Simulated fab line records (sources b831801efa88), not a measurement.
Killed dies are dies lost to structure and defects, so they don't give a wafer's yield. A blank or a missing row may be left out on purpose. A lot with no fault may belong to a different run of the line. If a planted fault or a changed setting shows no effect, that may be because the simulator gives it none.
Which tool was responsible? || flow sky130 || 13 lots with 39 wafers sampled at 2 steps, on a route of 708 steps

== WHAT THE GAUGES READ, wafer by wafer ==
SKY_POLY_GATE_THK_MEAS_04. Usual: POLY_GATE_CVD_03_THK gives 75.1 nm (standard deviation 0.56).
{"lot": "L784", "measured": "day 15 21:05", "on": "film-metro-02", "POLY_GATE_CVD_03_THK (nm)": "74.6 75.2 74.3", "flag": ""}
{"lot": "L788", "measured": "day 17 01:09", "on": "film-metro-01", "POLY_GATE_CVD_03_THK (nm)": "75.1 74.7 75.0", "flag": ""}
{"lot": "L789", "measured": "day 17 07:40", "on": "film-metro-02", "POLY_GATE_CVD_03_THK (nm)": "75.7 75.9 76.5", "flag": ""}
{"lot": "L791", "measured": "day 18 00:28", "on": "film-metro-01", "POLY_GATE_CVD_03_THK (nm)": "75.6 76.2 75.9", "flag": ""}
{"lot": "L792", "measured": "day 18 16:19", "on": "film-metro-02", "POLY_GATE_CVD_03_THK (nm)": "75.2 75.2 75.4", "flag": ""}
{"lot": "L795", "measured": "day 19 13:34", "on": "film-metro-02", "POLY_GATE_CVD_03_THK (nm)": "74.5 75.2 74.8", "flag": ""}
{"lot": "L796", "measured": "day 20 00:12", "on": "film-metro-02", "POLY_GATE_CVD_03_THK (nm)": "75.1 75.1 75.5", "flag": ""}
{"lot": "L800", "measured": "day 21 11:23", "on": "film-metro-03", "POLY_GATE_CVD_03_THK (nm)": "74.9 75.3 74.8", "flag": ""}
{"lot": "L801", "measured": "day 21 21:17", "on": "film-metro-02", "POLY_GATE_CVD_03_THK (nm)": "74.9 75.2 74.1", "flag": ""}
{"lot": "L802", "measured": "day 21 23:47", "on": "film-metro-03", "POLY_GATE_CVD_03_THK (nm)": "74.1 74.1 74.8", "flag": ""}
{"lot": "L803", "measured": "day 22 09:01", "on": "film-metro-03", "POLY_GATE_CVD_03_THK (nm)": "74.3 74.4 74.7", "flag": ""}
{"lot": "L804", "measured": "day 22 21:44", "on": "film-metro-01", "POLY_GATE_CVD_03_THK (nm)": "75.0 75.4 75.5", "flag": ""}
{"lot": "L805", "measured": "day 22 23:57", "on": "film-metro-01", "POLY_GATE_CVD_03_THK (nm)": "75.6 76.2 75.7", "flag": ""}

SKY_LDD_LDN_TW_MEAS_13. Usual: LDD_LDN_TW gives 1474 (standard deviation 11).
{"lot": "L784", "measured": "day 23 13:54", "on": "film-metro-03", "LDD_LDN_TW": "1458 1465 1465", "flag": ""}
{"lot": "L788", "measured": "day 24 20:11", "on": "film-metro-02", "LDD_LDN_TW": "1483 1484 1482", "flag": ""}
{"lot": "L789", "measured": "day 25 02:44", "on": "film-metro-04", "LDD_LDN_TW": "1484 1480 1488", "flag": ""}
{"lot": "L791", "measured": "day 25 17:20", "on": "film-metro-02", "LDD_LDN_TW": "1477 1480 1483", "flag": ""}
{"lot": "L792", "measured": "day 26 07:38", "on": "film-metro-02", "LDD_LDN_TW": "1487 1491 1484", "flag": ""}
{"lot": "L795", "measured": "day 27 06:25", "on": "film-metro-02", "LDD_LDN_TW": "1479 1482 1475", "flag": ""}
{"lot": "L796", "measured": "day 27 17:01", "on": "film-metro-02", "LDD_LDN_TW": "1477 1478 1485", "flag": ""}
{"lot": "L800", "measured": "day 29 00:47", "on": "film-metro-02", "LDD_LDN_TW": "1488 1482 1489", "flag": ""}
{"lot": "L801", "measured": "day 29 08:23", "on": "film-metro-04", "LDD_LDN_TW": "1471 1467 1473", "flag": ""}
{"lot": "L802", "measured": "day 29 11:39", "on": "film-metro-03", "LDD_LDN_TW": "1459 1457 1461", "flag": ""}
{"lot": "L803", "measured": "day 30 02:54", "on": "film-metro-04", "LDD_LDN_TW": "1463 1474 1468", "flag": ""}
{"lot": "L804", "measured": "day 30 08:16", "on": "film-metro-04", "LDD_LDN_TW": "1469 1461 1465", "flag": ""}
{"lot": "L805", "measured": "day 30 09:28", "on": "film-metro-04", "LDD_LDN_TW": "1463 1472 1467", "flag": ""}

== WHAT TOOL EACH LOT RAN ON (gives the tool, then ch and the chambers of the sampled wafers, and finally the start) ==
Before these readings, the record contains no process step.

== WHAT THE TOOLS THEMSELVES READ (means of the sampled wafers that have a number; where no wafer has one, the mark that the record gives instead) ==
The record holds no such reading with a usual standard deviation.

== THE ANSWER, worked out from the rows above alone ==
Rule: take the mean of a lot's wafers that have a number; if it is more than 3 standard deviations from the usual mean, the lot is off. A lot without any number at a reading at which 4 lots or more have one is off too. All remaining lots with rows at the step are treated as sound. Order of review: gauges by route order, followed by the tools' own readings, for which a lot's mean as printed above is used. At the first step where some lot is off, the reading lying furthest off is the one used; lots without a number count as furthest.
Nothing can be told from this: no lot is off at any reading shown.

== WHAT THE SIMULATOR HAD INSERTED ==
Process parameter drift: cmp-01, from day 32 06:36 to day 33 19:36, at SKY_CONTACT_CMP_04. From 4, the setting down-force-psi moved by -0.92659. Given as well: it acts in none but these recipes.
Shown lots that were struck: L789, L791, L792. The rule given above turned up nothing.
